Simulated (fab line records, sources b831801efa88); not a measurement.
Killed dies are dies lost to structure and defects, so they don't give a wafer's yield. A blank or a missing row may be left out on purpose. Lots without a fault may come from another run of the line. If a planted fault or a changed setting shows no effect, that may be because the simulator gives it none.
Which tool was responsible? ; flow gf180mcu ; 11 lots with 33 wafers sampled at 6 steps, on a route of 602 steps

WHAT THE GAUGES SHOWED, per wafer
GF_MVSD_TW_MEAS_11.
lot;measured;on;MVSD_TW
L964;day 4 09:59;filmMetro-01;1567 1576 1565
L965;day 4 14:52;filmMetro-03;1567 1572 1580
L970;day 5 20:14;filmMetro-03;1561 1565 1562
L973;day 6 14:35;filmMetro-04;30 30 30 30 30 30
L974;day 7 00:20;filmMetro-03;30 30 30 30 30 30
L975;day 7 04:50;filmMetro-01;30 30 30 29 30 30
L977;day 7 19:23;filmMetro-03;1571 1567 1564
L980;day 8 08:46;filmMetro-03;1572 1575 1576
L982;day 8 19:07;filmMetro-04;1581 1573 1576
L983;day 9 01:02;filmMetro-04;1585 1580 1574
L986;day 9 17:16;filmMetro-03;1561 1556 1552

GF_POLY_GATE_THK_MEAS_17.
lot;measured;on;POLY_GATE_OXIDATION_THK (nm)
L964;day 9 07:19;filmMetro-02;3.79 3.91 3.94
L965;day 9 11:55;filmMetro-02;4.05 4.00 4.04
L970;day 10 23:07;filmMetro-02;4.08 4.12 4.15
L977;day 13 09:46;filmMetro-01;4.05 4.06 4.05
L980;day 14 05:43;filmMetro-03;3.99 3.94 3.95
L982;day 14 13:46;filmMetro-02;3.83 3.72 3.84
L983;day 15 00:03;filmMetro-03;3.98 3.98 4.01
L986;day 15 19:21;filmMetro-02;3.96 3.99 3.97

GF_POLY_GATE_CD_MEAS_18.
lot;measured;on;cdNm (nm)
L964;day 9 07:22;cdSem-01;281.7 282.1 279.3
L965;day 9 11:58;cdSem-02;277.8 277.8 281.1
L970;day 10 23:10;cdSem-02;281.4 276.0 279.6
L977;day 13 09:49;cdSem-01;280.3 283.1 279.5
L980;day 14 05:47;cdSem-01;278.3 279.3 277.8
L982;day 14 13:51;cdSem-02;279.2 280.2 277.6
L983;day 15 00:07;cdSem-02;278.0 276.8 280.7
L986;day 15 19:28;cdSem-02;280.9 279.1 279.2

TOOL THAT RAN EACH LOT (tool first, then ch and the chambers of the sampled wafers, then the start)
lot;GF_LVPWELL_STRIP_10;GF_MVSD_STRIP_10;GF_MVPSD_STRIP_10
L964;plasmaAsher-02 ch 0,1, day 3 20:17;plasmaAsher-01 ch 0,1, day 4 09:53;plasmaAsher-02 ch 0,1, day 5 00:10
L965;plasmaAsher-04 ch 0,1, day 4 01:04;plasmaAsher-02 ch 0,1, day 4 14:46;plasmaAsher-01 ch 0,1, day 5 04:31
L970;plasmaAsher-02 ch 0,1, day 5 06:20;plasmaAsher-01 ch 0,1, day 5 20:08;plasmaAsher-01 ch 0,1, day 6 11:53
L973;plasmaAsher-02 ch 0,1, day 5 23:23;plasmaAsher-02 ch 0,1, day 6 14:29;-
L974;plasmaAsher-04 ch 0,1, day 6 08:35;plasmaAsher-01 ch 0,1, day 7 00:14;-
L975;plasmaAsher-04 ch 0,1, day 6 12:32;plasmaAsher-03 ch 0,1, day 7 04:44;-
L977;plasmaAsher-02 ch 1, day 7 02:19;plasmaAsher-01 ch 0,1, day 7 19:17;plasmaAsher-02 ch 0, day 8 11:53
L980;plasmaAsher-02 ch 0,1, day 7 16:02;plasmaAsher-01 ch 0,1, day 8 08:40;plasmaAsher-02 ch 0,1, day 9 00:16
L982;plasmaAsher-04 ch 0,1, day 8 02:41;plasmaAsher-01 ch 0, day 8 19:00;plasmaAsher-02 ch 0,1, day 9 11:53
L983;plasmaAsher-04 ch 0, day 8 08:44;plasmaAsher-02 ch 0,1, day 9 00:56;plasmaAsher-04 ch 0,1, day 9 19:17
L986;plasmaAsher-02 ch 0,1, day 8 23:43;plasmaAsher-01 ch 0,1, day 9 17:10;plasmaAsher-04 ch 0,1, day 10 10:47
- GF_LVPWELL_STRIP_10: strips in O2/N2.
- GF_MVSD_STRIP_10: strips in O2/N2.
- GF_MVPSD_STRIP_10: strips in O2/N2.

WHAT THE TOOLS THEMSELVES READ (means of the sampled wafers that have a number; where no wafer has one, the mark that the record gives instead)
GF_LVPWELL_STRIP_10.
lot;tool;chamberPressureMTorr (mTorr);drypumpMotorCurrentA (A);heaterPowerW (W);o2FlowSccm (sccm);oesProductAu (a.u.);platenTempC (C);stripTimeToEndpointS (s)
L964;plasmaAsher-02;1500.9;5.9;332;2996;0.723;249.98;36.95
L965;plasmaAsher-04;1500.2;5.1;328;3005;0.726;250.16;36.90
L970;plasmaAsher-02;1500.0;5.9;326;2998;0.721;250.24;37.02
L973;plasmaAsher-02;-;-;-;-;-;-;-
L974;plasmaAsher-04;-;-;-;-;-;-;-
L975;plasmaAsher-04;-;-;-;-;-;-;-
L977;plasmaAsher-02;1500.3;5.5;386;2992;0.723;249.94;37.02
L980;plasmaAsher-02;1499.7;5.9;334;3001;0.723;249.90;36.94
L982;plasmaAsher-04;1500.0;4.9;308;3012;0.722;249.96;36.87
L983;plasmaAsher-04;1501.0;4.8;277;3001;0.724;249.78;37.08
L986;plasmaAsher-02;1499.3;5.9;332;3004;0.721;250.00;37.01

GF_MVSD_STRIP_10.
lot;tool;chamberPressureMTorr (mTorr);drypumpMotorCurrentA (A);heaterPowerW (W);o2FlowSccm (sccm);oesProductAu (a.u.);platenTempC (C);stripTimeToEndpointS (s)
L964;plasmaAsher-01;1499.3;5.3;277;3000;0.721;249.89;37.08
L965;plasmaAsher-02;1500.9;5.7;366;2992;0.720;249.97;37.01
L970;plasmaAsher-01;1499.0;5.3;278;3009;0.719;249.95;37.05
L973;plasmaAsher-02;1500.2;5.9;332;3000;0.740;250.20;81.24
L974;plasmaAsher-01;1500.2;5.1;274;2998;0.738;250.00;81.24
L975;plasmaAsher-03;1500.1;5.6;338;2998;0.743;249.91;81.11
L977;plasmaAsher-01;1500.1;5.1;271;3003;0.728;249.98;36.79
L980;plasmaAsher-01;1500.0;5.1;275;3003;0.720;250.07;36.73
L982;plasmaAsher-01;1501.0;5.6;285;2993;0.721;249.94;36.99
L983;plasmaAsher-02;1500.3;5.7;363;3010;0.723;249.88;36.96
L986;plasmaAsher-01;1500.3;5.3;279;2986;0.722;250.18;36.83

GF_MVPSD_STRIP_10.
lot;tool;chamberPressureMTorr (mTorr);drypumpMotorCurrentA (A);heaterPowerW (W);o2FlowSccm (sccm);oesProductAu (a.u.);platenTempC (C);stripTimeToEndpointS (s)
L964;plasmaAsher-02;1499.9;5.9;331;2999;0.725;250.19;37.01
L965;plasmaAsher-01;1500.9;5.3;282;3005;0.722;249.88;36.88
L970;plasmaAsher-01;1500.3;5.3;278;2990;0.720;250.00;37.10
L977;plasmaAsher-02;1500.2;6.1;307;2993;0.724;249.97;36.79
L980;plasmaAsher-02;1500.1;5.9;331;2998;0.719;249.88;36.88
L982;plasmaAsher-02;1500.5;5.7;365;3000;0.727;250.13;36.84
L983;plasmaAsher-04;1499.3;5.1;328;2997;0.726;250.08;36.91
L986;plasmaAsher-04;1499.3;4.9;303;3005;0.721;249.95;36.77

THE ANSWER, worked out from the rows above alone
Rule: the usual values come from the lots themselves. Put in order of their means at a reading, lots are off if they are a third of the lots or fewer, leave a main group of 4 or more, and stand apart from it by a gap of 3 or more times the standard deviation of the main group's means; of several such gaps the widest counts. The tables above print the reading to a certain number of digits; a main group whose means all agree to those digits is not used. Also off: a lot with no number at a reading for which 4 or more lots have one. The other lots that the step has rows for count as sound. First the gauges in route order, then the tools' own readings, where a lot's mean is used as printed above. At the first step where some lot is off, the reading lying furthest off is the one used; lots without a number count as furthest.
Off: L973, L974, L975, seen at GF_MVSD_TW_MEAS_11 (MVSD_TW). For the main group the mean is 1570 and the standard deviation 7.2.
A tool fits if, at a process step before that reading, it ran every lot that is off, and no sound lot after the first of them. The gauges at GF_MVSD_TW_MEAS_11 aren't tried: what is off there is off at GF_LVPWELL_STRIP_10 too, on other tools, and a gauge's error can't cause that. None of those tried fits.

WHAT WAS PUT IN BY THE SIMULATOR
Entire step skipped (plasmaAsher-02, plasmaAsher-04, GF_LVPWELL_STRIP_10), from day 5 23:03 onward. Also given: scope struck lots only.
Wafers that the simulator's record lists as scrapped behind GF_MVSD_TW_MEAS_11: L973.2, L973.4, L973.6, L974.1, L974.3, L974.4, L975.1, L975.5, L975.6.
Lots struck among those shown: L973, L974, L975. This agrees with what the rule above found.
